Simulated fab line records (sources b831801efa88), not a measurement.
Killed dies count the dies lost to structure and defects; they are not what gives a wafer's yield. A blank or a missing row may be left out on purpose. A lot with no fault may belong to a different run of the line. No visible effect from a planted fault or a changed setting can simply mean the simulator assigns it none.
Chamber matching -- flow sky130 -- 4 sister chambers for SKY_CONTACT_CMP_27 on cmp-02
The step polishes, stops on SiO2, t overpolish 15 s, target thk 0 nm. 8 wafers are shown with their chamber, then 7 later ones without.

## WAFERS PAIRED WITH THEIR CHAMBERS
wafer,chamber,motor current A (A),overpolish run s (s)
L551.6,2,10.5,14.971
L553.2,0,10.4,15.016
L553.5,1,11.5,14.985
L566.2,3,11.1,14.991
L566.5,3,10.7,14.978
L566.6,2,10.7,14.989
L567.1,1,11.3,14.993
L567.4,0,10.1,14.998

## WAFERS WITHOUT THEIR CHAMBER
wafer,motor current A (A),overpolish run s (s)
L567.6,10.7,14.996
L568.1,10.9,14.995
L568.2,11.5,14.995
L568.5,10.4,15.006
L569.2,10.1,14.995
L569.4,10.4,14.994
L569.5,10.1,15.010

## THE CHAMBER EACH PASSED THROUGH
wafer,from the rows above,in truth
L567.6,can't be placed: 3 or 2 or 0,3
L568.1,can't be placed: 3 or 2 or 1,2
L568.2,1,1
L568.5,can't be placed: 0 or 2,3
L569.2,can't be placed: 0 or 2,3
L569.4,can't be placed: 0 or 2 or 3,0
L569.5,0,0
Correctly placed: 2 of 7. Unplaceable from these rows: 5, with the true chamber sitting among the candidates in 3. Number placed wrongly: 0.
How it was worked out, from the rows above alone: a wafer's distance from a chamber is the root of the sum, over the readings, of the square of ((its reading less the chamber's mean) divided by the reading's scatter). The wafer belongs to the nearest chamber; if the next one is less than 2 further off, it can't be placed. Each chamber's mean is taken over the wafers shown for it. The scatter is the square root of a quotient: the sum, over the shown wafers, of each reading's squared deviation from its chamber's mean, divided by wafers minus chambers.
